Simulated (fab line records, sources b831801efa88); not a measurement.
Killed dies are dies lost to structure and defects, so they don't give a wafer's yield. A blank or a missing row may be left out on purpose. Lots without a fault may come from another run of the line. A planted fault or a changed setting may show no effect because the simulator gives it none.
A struck lot beside a sound one | flow sfq_line | 14 steps out of a route of 325
Sound: wafers L921.1, L921.5, L921.6. Struck: wafer L911.6. (L911.1, L911.2 of the same lot were not struck and are left out.) The cause comes at the end.
At each step with rows: each side's tool, then ch and its chambers, then its first start. Under that, the readings that differ: sound wafers | struck wafers | difference of the means | sigmas: that difference in standard deviations of wafers without a fault.
alike: readings whose means differ by less than 2 such deviations, and words and numbers that are the same on both sides. not compared: withheld readings, readings that some wafer has no value for, bounds like >300 that may hide the same value, and numbers for which the record gives no deviation and whose values overlap.
The two part at a step that has a row with sigmas, a row that says differs or no value, or rows on one side only. Numbers that don't overlap but have no deviation are shown without sigmas and don't part them. A reading that every wafer of one side lacks parts them only if that side has two wafers or more.

first, 1 step without rows for these wafers: SFQ_TRILAYER_M1_STRIP_SOLV_CLEAN_044 (cleans in NMP, time 600 s).
SFQ_TRILAYER_I1_DEP_PECVD_045: deposits SiO2 from SiH4/N2O, time 111.11 s, target thk 500 nm.
  sound on pecvd-02 ch 0,2, day 32 05:44; struck on pecvd-01 ch 1, day 22 00:37
  alike: heater_power_outer_w, heater_power_w, throttle_valve_pct
SFQ_TRILAYER_I1_CMP_CMP_046: polishes SiO2.
  sound on cmp-02 ch 0,1,2, day 32 08:05; struck on cmp-01 ch 0, day 22 04:52
  alike: motor_current_A, time_to_endpoint_s
SFQ_I1_BOW_MEAS_912:
  sound on film_metro-01, day 32 09:35; struck on film_metro-02, day 22 05:22
  reading     | sound    | struck | difference | sigmas
  I1_BOW (um) | 0 -10 -9 | 16     | +22        | +3
SFQ_TRILAYER_I1_METRO_MEASURE_047:
  sound on film_metro-01, day 32 09:42; struck on film_metro-02, day 22 05:29
  alike: thk_nm
then, 6 steps without rows for these wafers: SFQ_TRILAYER_I1_VIA_LITHO_COAT_054 (resist thk 62 nm); SFQ_TRILAYER_I1_VIA_LITHO_COAT_049 (resist thk 650 nm); SFQ_TRILAYER_I1_VIA_LITHO_SOFTBAKE_053; SFQ_TRILAYER_I1_VIA_LITHO_EXPOSE_050 (exposes mask I1, target cd 500 nm); SFQ_TRILAYER_I1_VIA_LITHO_PEB_052 (peb time 60 s); SFQ_TRILAYER_I1_VIA_LITHO_DEVELOP_051 (time 60 s).
-- the record jumps here: 6 days lie between the struck wafers' starts before and after --
SFQ_I1_OVL_MEAS_913:
  sound on overlay-02, day 33 01:24; struck on overlay-01, day 28 14:12
  alike: I1_OVL
SFQ_TRILAYER_I1_VIA_BARC_OPEN_VIA_ETCH_071: etches BARC in O2, target depth 125 nm, time 41.7 s.
  sound on rie_diel-03 ch 0,1, day 33 01:26; struck on rie_diel-03 ch 2, day 28 14:14
  reading                     | sound             | struck | difference | sigmas
  bias_w (W)                  | 80.14 79.80 80.40 | 92.46  | +12.35     | +49
  drypump_motor_current_A (A) | 5.2 6.1 5.2       | 6.7    | +1.2       | +2
  alike: oes_product_au
  not compared: rf_hours_counter_h
SFQ_TRILAYER_I1_VIA_ETCH_VIA_ETCH_052: etches SiO2 in CHF3, stops on Nb, target depth 260 nm.
  sound on rie_diel-03 ch 0,1, day 33 01:29; struck on rie_diel-03 ch 2, day 28 14:17
  reading                     | sound       | struck | difference | sigmas
  drypump_motor_current_A (A) | 5.2 6.1 5.2 | 6.7    | +1.2       | +2
  alike: bias_w, oes_product_au

WHERE THEY PART
First at SFQ_I1_BOW_MEAS_912; last, within this record, at SFQ_TRILAYER_I1_VIA_ETCH_VIA_ETCH_052.

WHY: what the simulator had put in
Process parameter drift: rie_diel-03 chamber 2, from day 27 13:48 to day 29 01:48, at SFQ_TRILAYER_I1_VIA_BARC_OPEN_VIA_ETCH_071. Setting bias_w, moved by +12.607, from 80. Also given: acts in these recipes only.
